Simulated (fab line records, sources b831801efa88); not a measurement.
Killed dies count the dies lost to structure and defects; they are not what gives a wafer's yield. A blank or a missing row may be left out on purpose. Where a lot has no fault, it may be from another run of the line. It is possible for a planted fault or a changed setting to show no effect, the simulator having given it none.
Which tool was responsible? | flow sky130 | 15 lots, 45 wafers sampled, at 4 steps of a route of 708

== WHAT EACH GAUGE READ, for each wafer ==
SKY_VT_ADJUST_PCH_OVL_MEAS_07.
lot  | measured     | on         | VT_ADJUST_PCH_OVL (nm)
L429 | day 10 15:41 | overlay-02 | 2.7 2.0 3.1
L430 | day 10 21:22 | overlay-01 | -2.9 -1.6 -1.7
L431 | day 11 05:48 | overlay-02 | 1.5 -1.0 2.2
L434 | day 12 02:34 | overlay-02 | -1.3 0.4 0.5
L436 | day 12 14:25 | overlay-02 | 2.2 1.8 1.0
L437 | day 13 06:21 | overlay-02 | 1.2 0.9 2.0
L440 | day 13 20:22 | overlay-01 | -0.6 -3.0 -0.1
L441 | day 14 02:40 | overlay-02 | 2.1 2.0 1.1
L447 | day 16 05:40 | overlay-01 | -1.2 -1.8 -0.5
L446 | day 16 06:53 | overlay-01 | -1.4 -3.5 -4.1
L448 | day 16 12:20 | overlay-01 | -1.3 0.3 -2.2
L449 | day 16 22:15 | overlay-01 | -0.4 -1.4 -2.2
L451 | day 17 14:47 | overlay-02 | -2.3 -2.1 -1.7
L450 | day 17 15:15 | overlay-02 | -1.0 -0.7 -2.0
L452 | day 18 07:03 | overlay-01 | 0.0 -0.2 -0.7

SKY_RES_PROTECT_TW_MEAS_08.
lot  | measured     | on            | POLY_GATE_TW
L429 | day 15 08:57 | film_metro-02 | 4031 4032 4043
L430 | day 15 16:37 | film_metro-02 | 4048 4034 4044
L431 | day 15 23:24 | film_metro-02 | 4034 4027 4061
L434 | day 17 08:00 | film_metro-03 | 4042 4052 4028
L436 | day 17 18:00 | film_metro-02 | 4013 3994 4031
L437 | day 18 10:48 | film_metro-02 | 4021 4031 4022
L440 | day 19 02:03 | film_metro-02 | 4054 4028 4034
L441 | day 19 09:34 | film_metro-02 | 4050 4039 4036
L447 | day 21 19:40 | film_metro-02 | 4016 4014 4002
L446 | day 21 20:56 | film_metro-04 | 3997 3984 4010
L448 | day 22 03:32 | film_metro-04 | 4013 4014 3994
L449 | day 22 12:53 | film_metro-02 | 4065 4057 4049
L451 | day 23 03:33 | film_metro-04 | 3982 3983 3963
L450 | day 23 07:31 | film_metro-04 | 3994 3988 3991
L452 | day 23 23:50 | film_metro-03 | 4061 4060 4064

SKY_POLY_GATE_CD_MEAS_13 targets a cd of 150 nm.
lot  | measured     | on        | cd_nm (nm)
L429 | day 16 13:17 | cd_sem-01 | 151.1 151.1 151.7
L430 | day 16 22:59 | cd_sem-02 | 149.1 149.7 148.9
L431 | day 17 07:35 | cd_sem-02 | 148.3 149.1 147.1
L434 | day 18 18:40 | cd_sem-01 | 151.6 151.9 152.2
L436 | day 19 02:15 | cd_sem-02 | 148.5 147.7 149.2
L437 | day 19 19:25 | cd_sem-02 | 152.5 151.6 150.0
L440 | day 20 13:16 | cd_sem-01 | 150.9 150.5 150.2
L441 | day 20 18:35 | cd_sem-01 | 148.5 147.9 148.4
L447 | day 23 04:11 | cd_sem-02 | - - -
L446 | day 23 06:36 | cd_sem-01 | - - -
L448 | day 23 12:48 | cd_sem-02 | - - -
L449 | day 23 21:01 | cd_sem-01 | 150.7 151.1 150.0
L451 | day 24 11:53 | cd_sem-01 | 148.3 148.2 149.8
L450 | day 24 15:18 | cd_sem-01 | 147.9 147.7 149.3
L452 | day 25 07:24 | cd_sem-01 | 151.0 152.0 150.9

== EACH LOT AND THE TOOL THAT RAN IT (in order: tool; ch and the chambers of the sampled wafers; start) ==
lot  | SKY_POLY_GATE_PEB_11
L429 | litho_track-02 ch 0, day 16 12:00
L430 | litho_track-04 ch 0, day 16 22:00
L431 | litho_track-03 ch 0, day 17 07:00
L434 | litho_track-03 ch 0, day 18 18:00
L436 | litho_track-04 ch 0, day 19 01:00
L437 | litho_track-03 ch 0, day 19 19:00
L440 | litho_track-04 ch 0, day 20 12:00
L441 | litho_track-03 ch 0, day 20 18:00
L447 | litho_track-04, day 23 03:00
L446 | litho_track-04, day 23 06:00
L448 | litho_track-04, day 23 12:00
L449 | litho_track-03 ch 0, day 23 20:00
L451 | litho_track-02 ch 0, day 24 11:00
L450 | litho_track-04 ch 0, day 24 14:00
L452 | litho_track-04 ch 0, day 25 07:00
- SKY_POLY_GATE_PEB_11

== WHAT THE TOOLS THEMSELVES READ (means of the sampled wafers that have a number; where no wafer has one, the mark that the record gives instead) ==
SKY_POLY_GATE_PEB_11.
lot  | tool           | exhaust_pa (Pa)
L429 | litho_track-02 | 45.7
L430 | litho_track-04 | 45.4
L431 | litho_track-03 | 45.2
L434 | litho_track-03 | 46.1
L436 | litho_track-04 | 45.2
L437 | litho_track-03 | 45.3
L440 | litho_track-04 | 44.8
L441 | litho_track-03 | 46.9
L447 | litho_track-04 | -
L446 | litho_track-04 | -
L448 | litho_track-04 | -
L449 | litho_track-03 | 44.4
L451 | litho_track-02 | 45.8
L450 | litho_track-04 | 45.5
L452 | litho_track-04 | 45.5

== THE ANSWER, worked out from the rows above alone ==
Rule: usual is defined by the lots themselves. Put in order of their means at a reading, lots are off if they are a third of the lots or fewer, leave a main group of 4 or more, and stand apart from it by a gap of 3 or more times the standard deviation of the main group's means; of several such gaps the widest counts. A main group whose means are all the same, to the digits that the tables above print for the reading, isn't used. Also off: a lot with no number at a reading for which 4 or more lots have one. Any other lot the step has rows for is counted as sound. After the gauges, taken in route order, come the tools' own readings; for these a lot's mean is taken, as printed above. The first step at which some lot is off is used, and at that step the reading that is off furthest; a lot without a number counts as furthest.
Off: L447, L446, L448, at SKY_POLY_GATE_CD_MEAS_13 (cd_nm). Without a number there: L447, L446, L448. Main group: mean 149.8 nm, sd 1.4.
A tool fits if, at a process step before that reading, it ran every lot that is off, and no sound lot after the first of them. Not tried: the gauges at SKY_POLY_GATE_CD_MEAS_13; whatever is off there is also off at SKY_POLY_GATE_PEB_11, on other tools, and gauge error can't account for it. Not one of the candidates tried fits.

== WHAT WAS PUT IN BY THE SIMULATOR ==
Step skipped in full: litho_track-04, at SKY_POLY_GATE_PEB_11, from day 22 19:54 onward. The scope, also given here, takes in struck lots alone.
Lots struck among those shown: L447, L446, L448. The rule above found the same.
